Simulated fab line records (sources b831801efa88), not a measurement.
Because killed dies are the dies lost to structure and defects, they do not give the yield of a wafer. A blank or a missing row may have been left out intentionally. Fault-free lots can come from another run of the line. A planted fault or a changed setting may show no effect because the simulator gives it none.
fab line records	flow gf180mcu	part 1 of 2: steps 1 to 31 of 40
record lots=5	wafers=15	last-day=35
route steps=602 shown M2@367 V2@382
lots with no fault: from the same line, run without faults
start-h: start of the lot's first displayed wafer, in hours after the record's first day	wait-h: hours since the lot's step before	" identical to the entry in the row above	L1.1+2: one row covering several wafers at once	- no value present, or no start provided	* or withheld: withheld	< > ~ a bound
route shown NAME@n: names a module that has steps shown in the file, with the first one's number in the route	usual: mean/standard deviation taken from wafers without a fault	same: alike in all rows	chamber/n: place in a boat	sites: each site's reading	_std_site: standard deviation of those values	_edge_site: mean of outer sites minus mean of inner sites	radius-mm: for every site, how far away it sits from the centre of the wafer	mask NAME#n: copy n	behind: the last tool/chamber to shape the wafer	hold: reason for holding the lot/hours on hold/outcome of the hold	device: names the non-switching transistor (n, p or np)	end of line: at the end of the route, the tests of the same wafers	step lacking rows: just its recipe	killed: dies lost to structure and defects at the first sort, not the wafer's yield	map: a wafer's dies, marking killed ones x, the rest . and places with no die _
set.NAME: the setting as run; set.NAME@STEP: as run at that earlier step	model.NAME: the simulator's own value behind a step, which no gauge read
lots seen at some steps along the route; tables by step, rows by wafer
services: when a tool's chamber went out of use (start-h, in hours from the record's first day, below 0 if earlier), for how many hours, and the reason
## steps
# step GF_M2_RS_MEAS_05
# recipe thk-meas-gauge=four-point-probe	reads=TiN_of_M2_SPUTTER_04+Ti_of_M2_SPUTTER_03+AlCu_of_M2_SPUTTER_02+TiN_of_M2_SPUTTER_01+Ti_of_M2_SPUTTER_00
# usual M2_ALCU_RS=0.0697/0.00077
lot.wafer	tool	chamber	start-h	wait-h	M2_ALCU_RS[ohm/sq]
L079.2	film-metro-01	-	483.96	0.0	0.0687
L079.3	"	-	"	"	0.0689
L079.6	"	-	"	"	0.0692
L081.1	film-metro-02	-	495.60	0.0	0.0682
L081.4	"	-	"	"	0.0683
L081.6	"	-	"	"	0.0684
L087.2	film-metro-01	-	547.93	0.0	0.0704
L087.3	"	-	"	"	0.0696
L087.5	"	-	"	"	0.0699
L095.2	film-metro-02	-	605.14	0.0	0.0706
L095.5	"	-	"	"	0.0705
L095.6	"	-	"	"	0.0707
L097.3	film-metro-02	-	620.61	0.1	0.0689
L097.5	"	-	"	"	0.0693
L097.6	"	-	"	"	0.0688
# step GF_M2_THK_MEAS_06
# recipe thk-meas-gauge=xrf	reads=AlCu_of_M2_SPUTTER_02
# usual M2_ALCU_THK=450/5.5
lot.wafer	tool	chamber	start-h	wait-h	M2_ALCU_THK[nm]
L079.2	film-metro-01	-	484.07	0.1	460
L079.3	"	-	"	"	454
L079.6	"	-	"	"	454
L081.1	film-metro-02	-	495.72	0.1	461
L081.4	"	-	"	"	459
L081.6	"	-	"	"	458
L087.2	film-metro-01	-	548.04	0.1	444
L087.3	"	-	"	"	451
L087.5	"	-	"	"	449
L095.2	film-metro-02	-	605.25	0.1	445
L095.5	"	-	"	"	449
L095.6	"	-	"	"	445
L097.3	film-metro-02	-	620.71	0.1	457
L097.5	"	-	"	"	455
L097.6	"	-	"	"	459
# step GF_M2_DEHYDRATE_07
# recipe temp-c=200	time-s=60
# usual heater-power-total-W=160.36/0.13
lot.wafer	tool	chamber	start-h	wait-h	heater-power-total-W
L079.2	litho-track-01	0	495.32	11.2	160.46
L079.3	"	0	"	"	160.24
L079.6	"	0	"	"	160.38
L081.1	litho-track-01	0	507.34	11.6	160.39
L081.4	"	0	"	"	160.33
L081.6	"	0	"	"	160.33
L087.2	litho-track-03	0	558.98	10.9	160.42
L087.3	"	0	"	"	160.43
L087.5	"	0	"	"	160.21
L095.2	litho-track-03	0	615.28	10.0	160.27
L095.5	"	0	"	"	160.38
L095.6	"	0	"	"	160.50
L097.3	litho-track-02	0	630.65	9.9	160.13
L097.5	"	0	"	"	160.21
L097.6	"	0	"	"	160.46
# step GF_M2_HMDS_08
# recipe prime-time-s=60	prime-temp-c=120
# same prime-time-s=60
lot.wafer	tool	chamber	start-h	wait-h
L079.2+3+6	litho-track-01	0	495.47	0.1
L081.1+4+6	litho-track-01	0	507.49	0.1
L087.2+3+5	litho-track-03	0	559.13	0.1
L095.2+5+6	litho-track-03	0	615.43	0.1
L097.3+5+6	litho-track-02	0	630.80	0.1
# step GF_M2_COAT_09
# recipe resist=KrF	spin-rpm=withheld	resist-thk-nm=1000
lot.wafer	tool	chamber	start-h	wait-h
L079.2+3+6	litho-track-01	0	495.62	0.1
L081.1+4+6	litho-track-01	0	507.64	0.1
L087.2+3+5	litho-track-03	0	559.28	0.1
L095.2+5+6	litho-track-03	0	615.58	0.1
L097.3+5+6	litho-track-02	0	630.95	0.1
# step GF_M2_SOFTBAKE_10
# recipe temp-c=130.7	time-s=60	resist=KrF
# usual heater-power-total-W=93.70/0.063
lot.wafer	tool	chamber	start-h	wait-h	heater-power-total-W
L079.2	litho-track-01	0	495.77	0.1	93.73
L079.3	"	0	"	"	93.60
L079.6	"	0	"	"	93.62
L081.1	litho-track-01	0	507.79	0.1	93.74
L081.4	"	0	"	"	93.71
L081.6	"	0	"	"	93.76
L087.2	litho-track-03	0	559.43	0.1	93.68
L087.3	"	0	"	"	93.71
L087.5	"	0	"	"	93.81
L095.2	litho-track-03	0	615.73	0.1	93.71
L095.5	"	0	"	"	93.68
L095.6	"	0	"	"	93.76
L097.3	litho-track-02	0	631.10	0.1	93.72
L097.5	"	0	"	"	93.69
L097.6	"	0	"	"	93.78
# step GF_M2_EXPOSE_11
# recipe mask-id=Metal2	target-cd-nm=280	na=0.68	source-shape=conventional	sigma-outer=0.6	dose-mj=28
# same na=0.68	sigma-outer=0.6
lot.wafer	tool	chamber	start-h	wait-h	mask
L079.2+3+6	krf-scanner-02	0	-	-	Metal2#0
L081.1+4+6	krf-scanner-02	0	-	-	Metal2#0
L087.2+3+5	krf-scanner-02	0	-	-	Metal2#0
L095.2+5+6	krf-scanner-01	0	-	-	Metal2#0
L097.3+5+6	krf-scanner-02	0	-	-	Metal2#0
# step GF_M2_PEB_12
# recipe peb-temp-c=135	peb-time-s=90	resist=KrF
# usual heater-power-total-W=85.69/0.082
lot.wafer	tool	chamber	start-h	wait-h	heater-power-total-W
L079.2	litho-track-02	0	-	-	85.75
L079.3	"	0	"	"	85.60
L079.6	"	0	"	"	85.74
L081.1	litho-track-02	0	-	-	85.63
L081.4	"	0	"	"	85.71
L081.6	"	0	"	"	85.49
L087.2	litho-track-01	0	-	-	85.75
L087.3	"	0	"	"	85.62
L087.5	"	0	"	"	85.62
L095.2	litho-track-01	0	-	-	85.64
L095.5	"	0	"	"	85.64
L095.6	"	0	"	"	85.76
L097.3	litho-track-03	0	-	-	85.78
L097.5	"	0	"	"	85.62
L097.6	"	0	"	"	85.71
# step GF_M2_DEVELOP_13
# recipe develop-time-s=60	dev-temp-c=21
# same develop-time-s=60
lot.wafer	tool	chamber	start-h	wait-h
L079.2+3+6	litho-track-02	0	508.07	0.2
L081.1+4+6	litho-track-02	0	520.00	0.2
L087.2+3+5	litho-track-01	0	570.67	0.2
L095.2+5+6	litho-track-01	0	625.82	0.2
L097.3+5+6	litho-track-03	0	640.00	0.1
# step GF_M2_CD_MEAS_14
# recipe target-cd-nm=280
# usual cd-nm=280.0/1.2
lot.wafer	tool	chamber	start-h	wait-h	cd-nm
L079.2	cd-sem-01	-	508.22	0.1	280.8
L079.3	"	-	"	"	281.1
L079.6	"	-	"	"	280.6
L081.1	cd-sem-02	-	520.15	0.1	277.3
L081.4	"	-	"	"	276.8
L081.6	"	-	"	"	277.4
L087.2	cd-sem-02	-	570.81	0.1	279.0
L087.3	"	-	"	"	279.9
L087.5	"	-	"	"	280.5
L095.2	cd-sem-02	-	625.96	0.1	280.0
L095.5	"	-	"	"	278.7
L095.6	"	-	"	"	278.6
L097.3	cd-sem-01	-	640.14	0.1	280.5
L097.5	"	-	"	"	279.9
L097.6	"	-	"	"	279.6
# step GF_M2_OVL_MEAS_15
# usual M2_OVL=-2/4.8
lot.wafer	tool	chamber	start-h	wait-h	M2_OVL[nm]
L079.2	overlay-01	-	508.32	0.1	-4
L079.3	"	-	"	"	2
L079.6	"	-	"	"	0
L081.1	overlay-02	-	520.27	0.1	-5
L081.4	"	-	"	"	-3
L081.6	"	-	"	"	3
L087.2	overlay-02	-	570.92	0.1	-2
L087.3	"	-	"	"	3
L087.5	"	-	"	"	-1
L095.2	overlay-02	-	626.07	0.1	-9
L095.5	"	-	"	"	-8
L095.6	"	-	"	"	1
L097.3	overlay-02	-	640.23	0.1	12
L097.5	"	-	"	"	2
L097.6	"	-	"	"	8
# step GF_M2_METAL_ETCH_16
# recipe chemistry=Cl2/BCl3	mask-material=KrF	target-depth-nm=627.5	stop-on=SiO2	pressure-mtorr=8	icp-w=800	bias-w=140	Cl2_flow_sccm=80	bcl3-flow-sccm=40	time-s=104.6
# usual drypump-motor-current-A=5.6/0.48	oes-product-au=0.973/0.0063	throttle-valve-pct=28.250/0.0096
lot.wafer	tool	chamber	start-h	wait-h	drypump-motor-current-A	oes-product-au	rf-hours-counter-h	throttle-valve-pct
L079.2	rie-metal-02	0	508.35	0.0	5.5	0.969	4	28.246
L079.3	"	0	"	"	5.5	0.974	-	28.239
L079.6	"	1	"	"	4.8	0.969	-	28.254
L081.1	rie-metal-01	0	520.30	0.0	6.0	0.988	1	28.244
L081.4	"	0	"	"	6.0	0.982	-	28.244
L081.6	"	0	"	"	5.9	0.978	-	28.236
L087.2	rie-metal-02	1	570.95	0.0	4.7	0.977	11	28.250
L087.3	"	1	"	"	4.7	0.970	-	28.242
L087.5	"	1	"	"	4.7	0.969	-	28.252
L095.2	rie-metal-04	1	626.10	0.0	5.7	0.966	9	28.252
L095.5	"	1	"	"	5.8	0.968	-	28.257
L095.6	"	0	"	"	6.3	0.965	-	28.252
L097.3	rie-metal-02	0	640.33	0.1	5.4	0.973	-	28.233
L097.5	"	0	"	"	5.5	0.974	-	28.249
L097.6	"	0	"	"	5.4	0.984	-	28.251
# step GF_M2_STRIP_17
# recipe chemistry=O2/N2	power-w=1400	pressure-mtorr=1500	platen-temp-c=250	o2-flow-sccm=3000	n2-flow-sccm=300	overash-fraction=0.5
# usual drypump-motor-current-A=5.59/0.26	heater-power-w=320/41	o2-flow-sccm=2998/8.5	oes-product-au=0.556/0.0049	strip-time-to-endpoint-s=7.86/0.047
lot.wafer	tool	chamber	start-h	wait-h	drypump-motor-current-A	heater-power-w	o2-flow-sccm	oes-product-au	rf-hours-counter-h	strip-time-to-endpoint-s
L079.2	plasma-asher-01	1	508.47	0.1	5.11	317	2990	0.569	8	7.93
L079.3	"	1	"	"	5.12	319	3007	0.555	-	7.90
L079.6	"	1	"	"	5.10	318	3014	0.554	-	7.86
L081.1	plasma-asher-03	0	520.42	0.1	6.02	299	3000	0.558	73	7.91
L081.4	"	0	"	"	6.04	298	3005	0.557	-	7.90
L081.6	"	0	"	"	6.02	300	3002	0.555	-	7.90
L087.2	plasma-asher-04	1	571.06	0.1	5.44	392	3000	0.556	90	7.87
L087.3	"	1	"	"	5.45	391	2992	0.562	-	7.87
L087.5	"	0	"	"	5.66	344	2998	0.565	-	7.92
L095.2	plasma-asher-03	0	626.21	0.1	6.06	305	2998	0.553	85	7.84
L095.5	"	0	"	"	6.03	303	3003	0.560	-	7.82
L095.6	"	1	"	"	5.58	281	2999	0.556	-	7.86
L097.3	plasma-asher-04	0	640.52	0.1	5.62	346	3002	0.559	-	7.91
L097.5	"	1	"	"	5.46	386	2987	0.567	-	7.89
L097.6	"	0	"	"	5.62	342	3001	0.564	-	7.91
# step GF_M2_STRIP_18
# recipe chemistry=post-etch-residue-remover	time-s=1200	temp-c=72.5
lot.wafer	tool	chamber	start-h	wait-h
L079.2+3+6	wet-bench-04	1	508.57	0.1
L081.1+4+6	wet-bench-04	0	520.52	0.1
L087.2+3+5	wet-bench-03	0	571.16	0.1
L095.2+5+6	wet-bench-01	0	626.31	0.1
L097.3+5+6	wet-bench-03	1	640.58	0.0
# step GF_M2_CLEAN_19
# recipe chemistry=DIW	dry=n2-spin
lot.wafer	tool	chamber	start-h	wait-h
L079.2+3+6	wet-bench-04	3	508.91	0.0
L081.1+4+6	wet-bench-01	2	520.86	0.0
L087.2+3+5	wet-bench-04	0	571.50	0.0
L095.2+5+6	wet-bench-04	3	626.65	0.0
L097.3+5+6	wet-bench-04	3	640.96	0.0
# step GF_V2_CVD_00
# recipe material=SiO2	target-thk-nm=600	sigma-open-frac=0.3	temp-c=400	time-s=100	sih4-flow-sccm=60	pressure-mtorr=6
lot.wafer	tool	chamber	start-h	wait-h
L079.2+3+6	hdpcvd-01	0,1,2	509.00	0.0
L081.1+4+6	hdpcvd-01	1,2,0	520.95	0.0
L087.2+3+5	hdpcvd-02	1,2,1	571.59	0.0
L095.2+5+6	hdpcvd-02	1,0,2	626.74	0.0
L097.3+5+6	hdpcvd-01	0,2,1	641.05	0.0
# step GF_V2_THK_MEAS_01
# recipe reads=SiO2_of_V2_CVD_00
# usual V2_CVD_00_THK=601/5.9
lot.wafer	tool	chamber	start-h	wait-h	V2_CVD_00_THK[nm]
L079.2	film-metro-03	-	509.08	0.0	598
L079.3	"	-	"	"	597
L079.6	"	-	"	"	602
L081.1	film-metro-03	-	521.02	0.0	602
L081.4	"	-	"	"	605
L081.6	"	-	"	"	610
L087.2	film-metro-02	-	571.67	0.0	606
L087.3	"	-	"	"	603
L087.5	"	-	"	"	602
L095.2	film-metro-02	-	626.82	0.0	604
L095.5	"	-	"	"	595
L095.6	"	-	"	"	593
L097.3	film-metro-04	-	641.14	0.1	606
L097.5	"	-	"	"	604
L097.6	"	-	"	"	607
# step GF_V2_CVD_02
# recipe material=SiO2	target-thk-nm=850	precursor=TEOS	temp-c=400	time-s=94.851	rf-w=600
# usual heater-power-w=687/120
lot.wafer	tool	chamber	start-h	wait-h	heater-power-w
L079.2	pecvd-03	1	509.13	0.0	606
L079.3	"	0	"	"	688
L079.6	"	2	"	"	572
L081.1	pecvd-04	2	521.08	0.1	721
L081.4	"	0	"	"	700
L081.6	"	2	"	"	557
L087.2	pecvd-03	2	571.72	0.0	689
L087.3	"	0	"	"	752
L087.5	"	2	"	"	695
L095.2	pecvd-03	0	626.87	0.0	642
L095.5	"	1	"	"	508
L095.6	"	2	"	"	724
L097.3	pecvd-03	2	641.18	0.0	730
L097.5	"	2	"	"	585
L097.6	"	0	"	"	606
# step GF_V2_THK_MEAS_03
# recipe reads=SiO2_of_V2_CVD_02
# usual V2_CVD_02_THK=849/10
lot.wafer	tool	chamber	start-h	wait-h	V2_CVD_02_THK[nm]
L079.2	film-metro-04	-	509.21	0.0	849
L079.3	"	-	"	"	855
L079.6	"	-	"	"	865
L081.1	film-metro-03	-	521.15	0.0	830
L081.4	"	-	"	"	860
L081.6	"	-	"	"	844
L087.2	film-metro-04	-	571.80	0.0	841
L087.3	"	-	"	"	841
L087.5	"	-	"	"	850
L095.2	film-metro-04	-	626.95	0.0	839
L095.5	"	-	"	"	851
L095.6	"	-	"	"	844
L097.3	film-metro-03	-	641.27	0.1	856
L097.5	"	-	"	"	855
L097.6	"	-	"	"	853
# step GF_V2_CMP_04
# recipe material=SiO2	down-force-psi=4	platen-rpm=60	pad-velocity-m-s=0.94248
# usual motor-current-A=12.6/0.99	slurry-flow-ml-min=150.0/0.47	time-to-endpoint-s=78/5.6
lot.wafer	tool	chamber	start-h	wait-h	motor-current-A	slurry-flow-ml-min	time-to-endpoint-s
L079.3	cmp-02	3	509.26	0.0	11.7	150.2	82
L079.2	"	2	"	"	12.5	149.1	73
L079.6	"	3	"	"	11.3	150.8	86
L081.1	cmp-01	0	521.26	0.1	12.7	150.1	78
L081.4	"	1	"	"	12.7	150.0	85
L081.6	"	3	"	"	13.9	149.4	80
L087.3	cmp-02	1	571.85	0.0	12.9	150.6	70
L087.2	"	0	"	"	12.4	150.1	71
L087.5	"	2	"	"	12.2	150.7	72
L095.2	cmp-01	0	627.15	0.2	12.9	150.2	74
L095.5	"	1	"	"	13.3	149.9	77
L095.6	"	2	"	"	10.7	150.3	76
L097.3	cmp-02	1	641.41	0.1	13.6	149.5	77
L097.5	"	3	"	"	10.5	149.6	82
L097.6	"	0	"	"	13.1	150.1	74
# step GF_V2_BOW_MEAS_05
# recipe mode=bow
# usual V2_BOW=100/7.9
lot.wafer	tool	chamber	start-h	wait-h	V2_BOW[um]
L079.2	film-metro-03	-	509.58	0.1	91
L079.3	"	-	"	"	113
L079.6	"	-	"	"	111
L081.1	film-metro-04	-	521.51	0.2	99
L081.4	"	-	"	"	102
L081.6	"	-	"	"	101
L087.2	film-metro-04	-	572.17	0.1	110
L087.3	"	-	"	"	104
L087.5	"	-	"	"	114
L095.2	film-metro-02	-	627.32	0.1	102
L095.5	"	-	"	"	98
L095.6	"	-	"	"	101
L097.3	film-metro-04	-	641.65	0.2	107
L097.5	"	-	"	"	96
L097.6	"	-	"	"	92
# step GF_V2_DEHYDRATE_06
# recipe temp-c=200	time-s=60
# usual heater-power-total-W=160.38/0.12
lot.wafer	tool	chamber	start-h	wait-h	heater-power-total-W
L079.2	litho-track-01	0	520.72	11.1	160.33
L079.3	"	0	"	"	160.29
L079.6	"	0	"	"	160.58
L081.1	litho-track-02	0	532.90	11.4	160.29
L081.4	"	0	"	"	160.62
L081.6	"	0	"	"	160.42
L087.2	litho-track-04	0	583.10	10.9	160.31
L087.3	"	0	"	"	160.29
L087.5	"	0	"	"	160.34
L095.2	litho-track-04	0	636.45	9.1	160.52
L095.5	"	0	"	"	160.34
L095.6	"	0	"	"	160.35
L097.3	litho-track-04	0	651.93	10.3	160.59
L097.5	"	0	"	"	160.33
L097.6	"	0	"	"	160.41
# step GF_V2_HMDS_07
# recipe prime-time-s=60	prime-temp-c=120
# same prime-time-s=60
lot.wafer	tool	chamber	start-h	wait-h
L079.2+3+6	litho-track-01	0	520.87	0.1
L081.1+4+6	litho-track-02	0	533.05	0.1
L087.2+3+5	litho-track-04	0	583.25	0.1
L095.2+5+6	litho-track-04	0	636.60	0.1
L097.3+5+6	litho-track-04	0	652.08	0.1
# step GF_V2_COAT_08
# recipe resist=BARC	temp-c=withheld	time-s=withheld	spin-rpm=withheld	resist-thk-nm=withheld
lot.wafer	tool	chamber	start-h	wait-h
L079.2+3+6	litho-track-01	0	521.02	0.1
L081.1+4+6	litho-track-02	0	533.20	0.1
L087.2+3+5	litho-track-04	0	583.40	0.1
L095.2+5+6	litho-track-04	0	636.75	0.1
L097.3+5+6	litho-track-04	0	652.23	0.1
# step GF_V2_COAT_09
# recipe resist=KrF	spin-rpm=withheld	resist-thk-nm=1000
lot.wafer	tool	chamber	start-h	wait-h
L079.2+3+6	litho-track-01	0	-	-
L081.1+4+6	litho-track-02	0	-	-
L087.2+3+5	litho-track-04	0	-	-
L095.2+5+6	litho-track-04	0	-	-
L097.3+5+6	litho-track-04	0	-	-
# step GF_V2_SOFTBAKE_10
# recipe temp-c=130	time-s=60	resist=KrF
# usual heater-power-total-W=93.06/0.058
lot.wafer	tool	chamber	start-h	wait-h	heater-power-total-W
L079.2	litho-track-01	0	-	-	93.07
L079.3	"	0	"	"	93.05
L079.6	"	0	"	"	93.07
L081.1	litho-track-02	0	-	-	93.11
L081.4	"	0	"	"	93.10
L081.6	"	0	"	"	92.98
L087.2	litho-track-04	0	-	-	93.15
L087.3	"	0	"	"	93.14
L087.5	"	0	"	"	92.94
L095.2	litho-track-04	0	-	-	93.12
L095.5	"	0	"	"	92.98
L095.6	"	0	"	"	93.12
L097.3	litho-track-04	0	-	-	93.10
L097.5	"	0	"	"	93.08
L097.6	"	0	"	"	93.10
# step GF_V2_EXPOSE_11
# recipe mask-id=Via2	target-cd-nm=260	na=0.68	source-shape=conventional	sigma-outer=0.6	dose-mj=38
# same na=0.68	sigma-outer=0.6
lot.wafer	tool	chamber	start-h	wait-h	mask
L079.2+3+6	krf-scanner-02	0	-	-	Via2#0
L081.1+4+6	krf-scanner-02	0	-	-	Via2#0
L087.2+3+5	krf-scanner-01	0	-	-	Via2#0
L095.2+5+6	krf-scanner-02	0	-	-	Via2#0
L097.3+5+6	krf-scanner-02	0	-	-	Via2#0
# step GF_V2_PEB_12
# recipe peb-temp-c=135	peb-time-s=90	resist=KrF
# usual heater-power-total-W=85.69/0.08
lot.wafer	tool	chamber	start-h	wait-h	heater-power-total-W
L079.2	litho-track-04	0	-	-	85.79
L079.3	"	0	"	"	85.71
L079.6	"	0	"	"	85.63
L081.1	litho-track-02	0	-	-	85.71
L081.4	"	0	"	"	85.65
L081.6	"	0	"	"	85.80
L087.2	litho-track-01	0	-	-	85.62
L087.3	"	0	"	"	85.74
L087.5	"	0	"	"	85.85
L095.2	litho-track-04	0	-	-	85.82
L095.5	"	0	"	"	85.62
L095.6	"	0	"	"	85.68
L097.3	litho-track-01	0	-	-	85.66
L097.5	"	0	"	"	85.80
L097.6	"	0	"	"	85.61
# step GF_V2_DEVELOP_13
# recipe develop-time-s=60	resist=KrF	dev-temp-c=21
# same develop-time-s=60
lot.wafer	tool	chamber	start-h	wait-h
L079.2+3+6	litho-track-04	0	533.35	0.2
L081.1+4+6	litho-track-02	0	545.10	0.2
L087.2+3+5	litho-track-01	0	594.27	0.2
L095.2+5+6	litho-track-04	0	646.95	0.2
L097.3+5+6	litho-track-01	0	661.79	0.1
# step GF_V2_CD_MEAS_14
# recipe target-cd-nm=260
# usual cd-nm=260.4/1.4
lot.wafer	tool	chamber	start-h	wait-h	cd-nm
L079.2	cd-sem-01	-	533.50	0.1	260.1
L079.3	"	-	"	"	260.0
L079.6	"	-	"	"	259.7
L081.1	cd-sem-01	-	545.25	0.1	261.4
L081.4	"	-	"	"	259.2
L081.6	"	-	"	"	260.5
L087.2	cd-sem-01	-	594.41	0.1	260.5
L087.3	"	-	"	"	261.6
L087.5	"	-	"	"	260.2
L095.2	cd-sem-01	-	647.10	0.1	260.0
L095.5	"	-	"	"	259.2
L095.6	"	-	"	"	259.1
L097.3	cd-sem-01	-	661.93	0.1	260.4
L097.5	"	-	"	"	260.6
L097.6	"	-	"	"	260.8
# step GF_V2_OVL_MEAS_15
# usual V2_OVL=3/4.8
lot.wafer	tool	chamber	start-h	wait-h	V2_OVL[nm]
L079.2	overlay-01	-	533.60	0.1	9
L079.3	"	-	"	"	3
L079.6	"	-	"	"	4
L081.1	overlay-01	-	545.37	0.1	-5
L081.4	"	-	"	"	0
L081.6	"	-	"	"	0
L087.2	overlay-01	-	594.52	0.1	14
L087.3	"	-	"	"	3
L087.5	"	-	"	"	12
L095.2	overlay-01	-	647.20	0.1	-2
L095.5	"	-	"	"	2
L095.6	"	-	"	"	-11
L097.3	overlay-02	-	662.02	0.1	1
L097.5	"	-	"	"	6
L097.6	"	-	"	"	-1
